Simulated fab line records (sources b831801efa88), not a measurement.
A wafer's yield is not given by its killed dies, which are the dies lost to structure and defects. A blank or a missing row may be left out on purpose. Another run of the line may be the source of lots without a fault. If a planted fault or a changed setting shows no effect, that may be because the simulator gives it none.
Which tool was responsible? -- flow sky130 -- 18 wafers from 6 lots sampled at 3 of the route's 708 steps

WHAT THE GAUGES READ, wafer by wafer
SKY_RES_XHIGH_TW_MEAS_09.
lot,measured,on,RES_XHIGH_TW
L902,day 26 23:04,film-metro-02,1639 1644 1654
L904,day 28 20:37,film-metro-02,1649 1650 1647
L911,day 30 06:11,film-metro-02,30 30 30
L917,day 32 18:49,film-metro-04,1626 1626 1626
L920,day 33 21:56,film-metro-03,1630 1634 1634
L923,day 34 08:21,film-metro-02,1659 1663 1669

TOOL THAT RAN EACH LOT (tool first, then ch and the chambers of the sampled wafers, then the start)
lot,SKY_SD_P_STRIP_10,SKY_RES_XHIGH_DEVELOP_06
L902,"plasma-asher-03 ch 0,1, day 25 18:14","litho-track-01 ch 0, day 26 22:40"
L904,"plasma-asher-04 ch 0,1, day 27 15:56","litho-track-04 ch 0, day 28 20:14"
L911,"plasma-asher-03 ch 0,1, day 29 01:59","litho-track-02 ch 0, day 30 05:47"
L917,"plasma-asher-03 ch 0,1, day 31 15:14","litho-track-04 ch 0, day 32 18:25"
L920,"plasma-asher-03 ch 0,1, day 32 19:23","litho-track-02 ch 0, day 33 21:32"
L923,"plasma-asher-03 ch 0,1, day 33 06:08","litho-track-02 ch 0, day 34 07:58"
- SKY_SD_P_STRIP_10: strips in O2/N2.
- SKY_RES_XHIGH_DEVELOP_06: develop time 60 s.

THE ANSWER, worked out from the rows above alone
Rule: usual is defined by the lots themselves. Put in order of their means at a reading, lots are off if they are a third of the lots or fewer, leave a main group of 4 or more, and stand apart from it by a gap of 3 or more times the standard deviation of the main group's means; of several such gaps the widest counts. The tables above print the reading to a certain number of digits; a main group whose means all agree to those digits is not used. A lot without any number at a reading at which 4 lots or more have one is off too. The other lots that the step has rows for count as sound.
Off: L911, at SKY_RES_XHIGH_TW_MEAS_09 (RES_XHIGH_TW). The main group has a mean of 1643 with a standard deviation of 13.
A tool fits if, at a process step before that reading, it ran every lot that is off, and no sound lot after the first of them. Those tools and the gauges at SKY_RES_XHIGH_TW_MEAS_09 are tried in the same way. Of those tried, none fits.

WHAT HAD BEEN PUT IN BY THE SIMULATOR
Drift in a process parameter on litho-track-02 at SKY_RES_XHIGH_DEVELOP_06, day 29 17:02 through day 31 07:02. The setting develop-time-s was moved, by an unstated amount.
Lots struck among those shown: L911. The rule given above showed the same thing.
